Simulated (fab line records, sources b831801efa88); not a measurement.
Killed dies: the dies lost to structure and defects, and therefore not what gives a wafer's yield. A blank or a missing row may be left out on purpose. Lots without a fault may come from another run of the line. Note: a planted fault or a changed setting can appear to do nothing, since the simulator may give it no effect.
fab line records	flow sky130
[record] lots = 7	wafers = 19	lastDay = 51
route steps=708 shown NWELL@65 PAD_OPEN@708
lots with no fault: from the same line, run without faults
startH: the number of hours between the record's first day and the start of the first shown wafer of the lot	waitH: hours elapsed since this lot's preceding step	" as in the row above	L1.1+2: one row covering several wafers at once	- no value, or no start was given	* or withheld: withheld	< > ~ a bound
route shown NAME@n: names a module that has steps shown in the file, with the first one's number in the route	usual: mean/standard deviation taken from wafers without a fault	same: alike in all rows	chamber/n: place in a boat	sites: the reading at each site	_std_site: standard deviation of those values	_edge_site: inner sites' mean taken away from outer sites' mean	radiusMm: for every site, how far away it sits from the centre of the wafer	mask NAME#n: copy n	behind: the tool/chamber that last shaped the wafer	hold: the reason the lot was held/the length of the hold in hours/how it ended	device: names the non-switching transistor (n, p or np)	end of line: the tests these same wafers got at the end of their route	step lacking rows: just its recipe	killed: count of dies lost to structure and defects at first sort (not the wafer's yield)	map: dies across one wafer; x = killed, . = not, _ = none there
set.NAME: the setting that was run; set.NAME@STEP: the one run at that earlier step	model.NAME: the simulator's own value behind a step, which no gauge read
lots at selected steps of the route; one table per step, one row per wafer
services: from which hour (startH, from the record's first day; less than 0 if before it) a tool's chamber was out of use, for how many hours, and why
[[steps]]
[step SKY_NWELL_IMPLANT_12]
[recipe] species = P	energyKev = 120	doseCm2 = 1.3e+12	tiltDeg = withheld
[step SKY_NWELL_IMPLANT_13]
[recipe] species = P	energyKev = 50	doseCm2 = 7e+11	tiltDeg = withheld
[step SKY_NWELL_STRIP_14]
[recipe] chemistry = O2/N2	powerW = 1400	pressureMtorr = 1500	platenTempC = withheld	o2FlowSccm = 3000	n2FlowSccm = 300	overashFraction = 0.5
[usual] drypumpMotorCurrentA = 5.6/0.35	o2FlowSccm = 2999/9.1	oesProductAu = 0.722/0.0043	stripTimeToEndpointS = 36.86/0.092
lot.wafer	tool	chamber	startH	waitH	drypumpMotorCurrentA	o2FlowSccm	oesProductAu	rfHoursCounterH	stripTimeToEndpointS
L703.2	plasmaAsher-03	1	114.09	0.1	5.6	2980	0.720	31	36.64
L703.5	"	1	"	"	5.6	2993	0.720	-	36.72
L703.6	"	0	"	"	5.7	2997	0.722	-	36.72
L704.1	plasmaAsher-01	1	119.77	0.1	6.2	2972	0.719	0	36.78
L704.5	"	0	"	"	5.3	3000	0.713	-	36.82
L704.6	"	1	"	"	6.2	2987	0.719	-	36.77
L714.3	plasmaAsher-04	1	175.96	0.1	5.2	2979	0.723	-	36.85
L714.5	"	0	"	"	5.3	3017	0.724	-	36.89
L715.2	plasmaAsher-03	0	184.47	0.1	5.7	2993	0.723	37	36.91
L715.5	"	1	"	"	5.6	3006	0.724	-	36.86
L716.1	plasmaAsher-04	0	190.77	0.1	5.2	2997	0.721	52	37.00
L716.3	"	1	"	"	5.1	2994	0.724	-	36.98
L716.6	"	1	"	"	5.1	2984	0.719	-	36.99
L719.1	plasmaAsher-03	0	206.57	0.1	5.7	3014	0.727	39	36.61
L719.3	"	1	"	"	5.6	2993	0.717	-	36.79
L719.6	"	0	"	"	5.7	3012	0.732	-	36.78
L721.2	plasmaAsher-01	1	236.29	0.1	6.2	3005	0.718	11	36.95
L721.4	"	1	"	"	6.2	2995	0.721	-	36.92
L721.5	"	0	"	"	5.3	3002	0.721	-	36.87
[step SKY_NWELL_TW_MEAS_15]
[usual] NWELL_TW = 1822/16
lot.wafer	tool	chamber	startH	waitH	NWELL_TW
L703.2	filmMetro-04	-	114.20	0.1	1816
L703.5	"	-	"	"	1807
L703.6	"	-	"	"	1816
L704.1	filmMetro-02	-	119.87	0.1	1795
L704.5	"	-	"	"	1788
L704.6	"	-	"	"	1790
L714.3	filmMetro-03	-	176.04	0.1	1839
L714.5	"	-	"	"	1846
L715.2	filmMetro-02	-	184.58	0.1	1792
L715.5	"	-	"	"	1795
L716.1	filmMetro-02	-	190.87	0.1	1800
L716.3	"	-	"	"	1801
L716.6	"	-	"	"	1815
L719.1	filmMetro-02	-	206.67	0.1	1793
L719.3	"	-	"	"	1795
L719.6	"	-	"	"	1793
L721.2	filmMetro-03	-	236.40	0.1	1823
L721.4	"	-	"	"	1823
L721.5	"	-	"	"	1823
[step SKY_NWELL_DEHYDRATE_16]
[recipe] tempC = 200	timeS = 60
[step SKY_NWELL_HMDS_17]
[recipe] primeTimeS = 60	primeTempC = 120
[step SKY_NWELL_COAT_18]
[recipe] spinRpm = 2000	resistThkNm = 3000
[step SKY_NWELL_SOFTBAKE_19]
[recipe] tempC = 110	timeS = withheld
[step SKY_NWELL_EXPOSE_20]
[recipe] maskId = NWM_COMPLEMENT	na = 0.6	sourceShape = conventional	sigmaOuter = 0.6	polarization = unpolarized	targetCdNm = 840	doseMj = 260
[step SKY_NWELL_PEB_21]
[recipe] tempC = 115	timeS = withheld
[step SKY_NWELL_DEVELOP_22]
[recipe] wallAngleDeg = 90	developer = TMAH	developTimeS = 60	devTempC = 23
[step SKY_NWELL_OVL_MEAS_23]
[usual] NWELL_01_OVL = 0.8/1.6
lot.wafer	tool	chamber	startH	waitH	NWELL_01_OVL[nm]
L703.2	overlay-01	-	132.64	-	1.4
L703.5	"	-	"	"	1.1
L703.6	"	-	"	"	2.6
L704.1	overlay-01	-	138.54	-	0.2
L704.5	"	-	"	"	-0.5
L704.6	"	-	"	"	0.1
L714.3	overlay-02	-	197.25	-	-1.4
L714.5	"	-	"	"	0.7
L715.2	overlay-02	-	205.49	-	1.8
L715.5	"	-	"	"	1.5
L716.1	overlay-02	-	211.99	-	-1.7
L716.3	"	-	"	"	-0.9
L716.6	"	-	"	"	-1.5
L719.1	overlay-02	-	229.24	-	0.0
L719.3	"	-	"	"	-0.2
L719.6	"	-	"	"	-0.2
L721.2	overlay-02	-	259.89	-	-1.8
L721.4	"	-	"	"	-0.6
L721.5	"	-	"	"	-0.7
[step SKY_NWELL_IMPLANT_24]
[recipe] species = B	energyKev = 140	doseCm2 = 9.2e+12	tiltDeg = withheld
[usual] beamOnS = 10.00/0.21	faradayCurrentUA = 51.9/1.1
lot.wafer	tool	chamber	startH	waitH	beamOnS	faradayCurrentUA
L703.2	implanter-01	0	132.70	0.0	9.84	52.6
L703.5	"	0	"	"	9.87	52.3
L703.6	"	0	"	"	9.53	54.0
L704.1	implanter-04	0	138.57	0.0	9.98	51.9
L704.5	"	0	"	"	10.38	49.9
L704.6	"	0	"	"	9.73	53.5
L714.3	implanter-01	0	197.32	0.1	8.75	59.5
L714.5	"	0	"	"	9.92	52.2
L715.2	implanter-01	0	205.55	0.0	8.55	60.7
L715.5	"	0	"	"	9.93	52.1
L716.1	implanter-01	0	212.02	0.0	9.70	53.4
L716.3	"	0	"	"	9.02	57.2
L716.6	"	0	"	"	10.32	50.2
L719.1	implanter-04	0	229.27	0.0	10.19	50.7
L719.3	"	0	"	"	10.03	51.9
L719.6	"	0	"	"	9.85	53.0
L721.2	implanter-04	0	259.95	0.0	10.25	50.7
L721.4	"	0	"	"	9.51	54.5
L721.5	"	0	"	"	9.97	52.0
[step SKY_NWELL_STRIP_25]
[recipe] chemistry = O2/N2	powerW = 1400	pressureMtorr = 1500	platenTempC = withheld	o2FlowSccm = 3000	n2FlowSccm = 300	overashFraction = 0.5
[usual] drypumpMotorCurrentA = 5.5/0.39	o2FlowSccm = 3001/9	oesProductAu = 0.723/0.0043	stripTimeToEndpointS = 36.89/0.11
lot.wafer	tool	chamber	startH	waitH	drypumpMotorCurrentA	o2FlowSccm	oesProductAu	rfHoursCounterH	stripTimeToEndpointS
L703.2	plasmaAsher-04	1	132.82	0.1	5.1	2992	0.721	46	37.16
L703.5	"	0	"	"	5.2	3000	0.728	-	37.17
L703.6	"	1	"	"	5.1	2999	0.727	-	37.12
L704.1	plasmaAsher-03	1	138.72	0.1	5.6	2996	0.721	33	36.91
L704.5	"	1	"	"	5.6	3004	0.730	-	36.94
L704.6	"	0	"	"	5.7	3004	0.724	-	36.95
L714.3	plasmaAsher-04	1	197.46	0.1	5.1	3010	0.725	-	36.92
L714.5	"	1	"	"	5.1	2997	0.715	-	37.00
L715.2	plasmaAsher-04	1	205.67	0.1	5.1	3017	0.717	53	36.96
L715.5	"	1	"	"	5.1	3006	0.723	-	36.97
L716.1	plasmaAsher-04	1	212.17	0.1	5.1	2994	0.727	54	36.90
L716.3	"	1	"	"	5.1	3003	0.719	-	36.86
L716.6	"	0	"	"	5.3	2999	0.726	-	36.93
L719.1	plasmaAsher-03	1	229.42	0.1	5.6	3001	0.720	42	36.84
L719.3	"	0	"	"	5.7	3004	0.721	-	36.92
L719.6	"	0	"	"	5.7	3025	0.722	-	36.76
L721.2	plasmaAsher-01	1	260.07	0.1	6.1	3002	0.726	13	36.86
L721.4	"	0	"	"	5.3	3003	0.717	-	37.04
L721.5	"	0	"	"	5.3	3009	0.723	-	36.93
[step SKY_NWELL_TW_MEAS_26]
[usual] NWELL_2_TW = 496/4.1
lot.wafer	tool	chamber	startH	waitH	NWELL_2_TW
L703.2	filmMetro-03	-	132.93	0.1	499
L703.5	"	-	"	"	500
L703.6	"	-	"	"	499
L704.1	filmMetro-03	-	138.82	0.1	500
L704.5	"	-	"	"	501
L704.6	"	-	"	"	501
L714.3	filmMetro-04	-	197.54	0.1	474
L714.5	"	-	"	"	496
L715.2	filmMetro-03	-	205.78	0.1	475
L715.5	"	-	"	"	496
L716.1	filmMetro-03	-	212.27	0.1	498
L716.3	"	-	"	"	473
L716.6	"	-	"	"	497
L719.1	filmMetro-03	-	229.52	0.1	496
L719.3	"	-	"	"	494
L719.6	"	-	"	"	497
L721.2	filmMetro-02	-	260.18	0.1	494
L721.4	"	-	"	"	494
L721.5	"	-	"	"	492
[step SKY_NWELL_CLEAN_27]
[recipe] chemistry = SC1/SC2	mix = 1:4:20	tempC = 70	timeS = 150	dry = n2Spin
[step SKY_PAD_OPEN_PROBE_99]
[usual] killed_at_M0_to_M3 = 43/6.5	killed_at_M4_up = 3.1/1.8	killedAtContacts = 24/5.6	killedAtFrontEnd = 15/4.2	killedAtOther = 0.3/0.5	killedDies = 86/8.9	killedOnRim = 17/4.3	killedOpen = 47/6.9	killedShort = 39/5.9
[same] grossDies = 492	killedAtBackSide = 0
lot.wafer	tool	chamber	startH	waitH	killed_at_M0_to_M3	killed_at_M4_up	killedAtContacts	killedAtFrontEnd	killedAtOther	killedDies	killedOnRim	killedOpen	killedShort	model.etest.pfet_16v.rOnOhmUm	model.etest.resPwellUnderGate.rsOhmSq	model.etest.pfet_16v.driveUaUm	model.etest.fieldN.vtV
L703.2	prober-01	-	1104.77	0.1	40	3	24	9	1	77	17	45	32	1.512e+04	2286	241.2	35.94
L703.5	prober-01	-	1104.92	0.2	32	2	23	16	0	73	19	47	26	1.472e+04	2275	245.9	34.53
L703.6	prober-01	-	1104.97	0.2	38	2	25	16	0	81	13	41	40	1.533e+04	2282	242.1	36.17
L704.1	prober-02	-	1109.93	0.1	52	3	21	23	0	99	19	58	41	1.544e+04	2286	244.6	36.54
L704.5	prober-02	-	1110.13	0.2	39	2	18	22	0	81	21	41	40	1.524e+04	2272	248.9	36.18
L704.6	prober-02	-	1110.18	0.2	41	4	25	10	0	80	12	41	39	1.511e+04	2286	246.7	36.13
L714.3	prober-02	-	1158.07	0.2	38	3	25	23	0	89	16	46	43	1.542e+04	2503	239.8	32.05
L714.5	prober-02	-	1158.17	0.2	38	3	28	21	1	91	18	42	49	1.554e+04	2264	243.4	37.25
L715.2	prober-01	-	1167.36	0.1	38	6	22	18	0	84	10	47	37	1.625e+04	2490	231.9	33.55
L715.5	prober-01	-	1167.51	0.2	42	1	23	13	0	79	15	43	36	1.538e+04	2266	242.8	36.55
L716.1	prober-02	-	1174.86	0.1	45	1	26	16	0	88	12	45	43	1.595e+04	2312	238.8	36.33
L716.3	prober-02	-	1174.96	0.2	42	4	26	16	1	89	18	46	43	1.557e+04	2506	237.3	32.57
L716.6	prober-02	-	1175.11	0.2	51	2	25	17	0	95	27	55	40	1.477e+04	2303	250.2	35.42
L719.1	prober-01	-	1189.41	0.1	42	4	30	9	2	87	11	56	31	1.572e+04	2287	237.4	36.71
L719.3	prober-01	-	1189.51	0.2	42	5	29	13	0	89	18	50	39	1.559e+04	2291	236.6	35.08
L719.6	prober-01	-	1189.66	0.2	48	3	17	19	0	87	14	50	37	1.553e+04	2264	240.3	36.18
L721.2	prober-02	-	1212.08	0.1	44	1	21	23	0	89	18	59	30	1.527e+04	2300	245.8	35.98
L721.4	prober-02	-	1212.18	0.2	41	2	26	17	0	86	17	40	46	1.598e+04	2302	239.6	36.22
L721.5	prober-02	-	1212.23	0.2	44	1	36	15	1	97	18	52	45	1.537e+04	2309	247	35.82
// killed by level:class
L703.2 LI_CONTACT:geometricParticle:open=13 VIA1:geometricParticle:open=8 CONTACT:geometricParticle:open=6 VIA3:geometricParticle:open=6 VIA2:geometricParticle:short=5 METAL1:geometricParticle:short=4 LI_CONTACT:geometricParticle:short=3 METAL2:geometricParticle:short=3
L703.5 VIA3:geometricParticle:open=10 LI_CONTACT:geometricParticle:open=7 FIELD_ISO:geometricParticle:open=6 CONTACT:geometricParticle:open=6 VIA2:geometricParticle:open=6 LI_CONTACT:geometricParticle:short=4 METAL1:geometricParticle:short=4 VIA1:geometricParticle:open=4
L703.6 LI_CONTACT:geometricParticle:open=9 VIA1:geometricParticle:open=7 VIA2:geometricParticle:open=7 FIELD_ISO:geometricParticle:short=6 VIA3:geometricParticle:short=6 FIELD_ISO:geometricParticle:open=5 CONTACT:geometricParticle:open=5 METAL2:geometricParticle:short=4
L704.1 VIA1:geometricParticle:open=13 LI_CONTACT:geometricParticle:open=12 VIA1:geometricParticle:short=8 VIA2:geometricParticle:open=6 FIELD_ISO:geometricParticle:open=5 FIELD_ISO:geometricParticle:short=5 CONTACT:geometricParticle:open=5 METAL1:geometricParticle:short=5
L704.5 VIA2:geometricParticle:open=9 FIELD_ISO:geometricParticle:short=8 LI_CONTACT:geometricParticle:open=8 METAL3:geometricParticle:short=5 CONTACT:geometricParticle:open=5 METAL1:geometricParticle:short=5 VIA1:geometricParticle:open=5 VIA1:geometricParticle:short=4
L704.6 VIA1:geometricParticle:open=11 LI_CONTACT:geometricParticle:open=8 LOCAL_INTERCONNECT:geometricParticle:short=6 VIA2:geometricParticle:open=5 CONTACT:geometricParticle:short=5 CONTACT:geometricParticle:open=5 POLY_GATE:geometricParticle:open=4 VIA3:geometricParticle:open=4
L714.3 VIA1:geometricParticle:open=10 CONTACT:geometricParticle:open=8 POLY_GATE:geometricParticle:open=6 CONTACT:geometricParticle:short=6 METAL1:geometricParticle:short=6 LOCAL_INTERCONNECT:geometricParticle:short=5 VIA3:geometricParticle:open=5 FIELD_ISO:geometricParticle:open=4
L714.5 CONTACT:geometricParticle:open=14 VIA1:geometricParticle:open=8 FIELD_ISO:geometricParticle:open=7 METAL1:geometricParticle:short=7 LI_CONTACT:geometricParticle:short=5 CONTACT:geometricParticle:short=5 VIA3:geometricParticle:short=5 METAL2:geometricParticle:short=5
L715.2 VIA1:geometricParticle:open=9 LI_CONTACT:geometricParticle:open=8 FIELD_ISO:geometricParticle:open=6 CONTACT:geometricParticle:open=6 METAL1:geometricParticle:short=6 VIA2:geometricParticle:short=5 METAL3:geometricParticle:short=5 POLY_GATE:geometricParticle:open=4
L715.5 VIA1:geometricParticle:open=12 VIA2:geometricParticle:open=8 LI_CONTACT:geometricParticle:short=6 LI_CONTACT:geometricParticle:open=6 VIA1:geometricParticle:short=6 CONTACT:geometricParticle:open=5 METAL2:geometricParticle:short=5 POLY_GATE:geometricParticle:short=4
L716.1 VIA3:geometricParticle:open=9 METAL1:geometricParticle:short=8 VIA1:geometricParticle:open=8 CONTACT:geometricParticle:open=7 LI_CONTACT:geometricParticle:open=7 VIA1:geometricParticle:short=6 FIELD_ISO:geometricParticle:short=5 POLY_GATE:geometricParticle:open=5
L716.3 VIA1:geometricParticle:open=14 LI_CONTACT:geometricParticle:open=8 CONTACT:geometricParticle:short=7 CONTACT:geometricParticle:open=7 VIA1:geometricParticle:short=7 VIA3:geometricParticle:open=4 METAL2:geometricParticle:short=4 VIA2:geometricParticle:open=4
L716.6 CONTACT:geometricParticle:open=13 VIA2:geometricParticle:open=8 VIA3:geometricParticle:open=8 VIA1:geometricParticle:open=7 METAL3:geometricParticle:short=6 LI_CONTACT:geometricParticle:open=5 VIA1:geometricParticle:short=5 POLY_GATE:geometricParticle:short=4
L719.1 CONTACT:geometricParticle:open=11 VIA1:geometricParticle:open=9 LI_CONTACT:geometricParticle:open=8 VIA2:geometricParticle:open=8 VIA3:geometricParticle:open=5 METAL2:geometricParticle:short=5 LOCAL_INTERCONNECT:geometricParticle:open=4 CONTACT:geometricParticle:short=4
L719.3 VIA1:geometricParticle:open=9 CONTACT:geometricParticle:open=9 VIA3:geometricParticle:open=9 LI_CONTACT:geometricParticle:open=8 POLY_GATE:geometricParticle:short=5 LOCAL_INTERCONNECT:geometricParticle:short=5 FIELD_ISO:geometricParticle:open=4 VIA2:geometricParticle:open=4
L719.6 VIA1:geometricParticle:open=11 POLY_GATE:geometricParticle:open=9 VIA2:geometricParticle:open=8 METAL2:geometricParticle:short=7 LI_CONTACT:geometricParticle:open=5 CONTACT:geometricParticle:open=5 VIA3:geometricParticle:open=5 POLY_GATE:geometricParticle:short=4
L721.2 CONTACT:geometricParticle:open=13 VIA2:geometricParticle:open=8 VIA1:geometricParticle:open=7 VIA3:geometricParticle:open=7 FIELD_ISO:geometricParticle:open=5 FIELD_ISO:geometricParticle:short=5 LI_CONTACT:geometricParticle:open=5 METAL1:geometricParticle:short=4
L721.4 CONTACT:geometricParticle:open=13 POLY_GATE:geometricParticle:short=6 VIA2:geometricParticle:short=6 VIA1:geometricParticle:open=6 VIA3:geometricParticle:open=5 METAL1:geometricParticle:short=5 VIA1:geometricParticle:short=5 VIA2:geometricParticle:open=5
L721.5 CONTACT:geometricParticle:open=12 METAL1:geometricParticle:short=9 METAL2:geometricParticle:short=8 LI_CONTACT:geometricParticle:open=8 CONTACT:geometricParticle:short=8 VIA1:geometricParticle:open=8 POLY_GATE:geometricParticle:short=6 POLY_GATE:geometricParticle:open=6
[[services]]
tool	chamber	startH	hours	kind
implanter-01	-	98.75	4.9	pm
plasmaAsher-04	-	104.83	1.2	repair
plasmaAsher-01	-	108.75	9.0	pm
plasmaAsher-01	0	108.75	9.0	ventCycle
plasmaAsher-01	1	108.75	9.0	ventCycle
plasmaAsher-01	0	117.75	-	clean
plasmaAsher-01	1	117.75	-	clean
plasmaAsher-03	-	134.59	2.8	pm
implanter-04	-	151.79	1.6	repair
implanter-04	-	173.17	3.6	repair
plasmaAsher-04	-	207.25	3.2	repair
implanter-04	-	216.29	1.8	repair
implanter-04	-	251.93	2.5	repair
[[key]]
[firstSign] step = SKY_NWELL_IMPLANT_24	reading = faradayCurrentUA	direction = up	sigmas = 6.6	usual = 51.9	struck = 59.1
[effect] step = SKY_NWELL_IMPLANT_24	reading = beamOnS	direction = down	sigmas = 5.7	usual = 10.00	struck = 8.77
[effect] step = SKY_NWELL_TW_MEAS_26	reading = NWELL_2_TW	direction = down	sigmas = 5.4	usual = 496	struck = 474
[modelEffect] step = SKY_PAD_OPEN_PROBE_99	value = etest.pfet_16v.rOnOhmUm	without = 1.47e+04	struck = 1.575e+04
metAt SKY_NWELL_IMPLANT_24
struckWafers L714.3,L715.2,L716.3
testerLeftOut L714,L715,L716
onsetBetween 132.70 197.32
[fault] kind = processParameterDrift	tool = implanter-01	chamber = -	onsetH = 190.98	steps = SKY_NWELL_IMPLANT_24	channel = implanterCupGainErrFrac	offset = 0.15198	shape = step	endH = 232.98	scope = struckWafersOnly
// testerLeftOut: of these lots the tester's yield and bins aren't shown, on N5 and GAA mostly nor the transistor test; their killed dies are dies lost to structure and defects alone, not to doping, threshold or leakage, so they don't give the yield
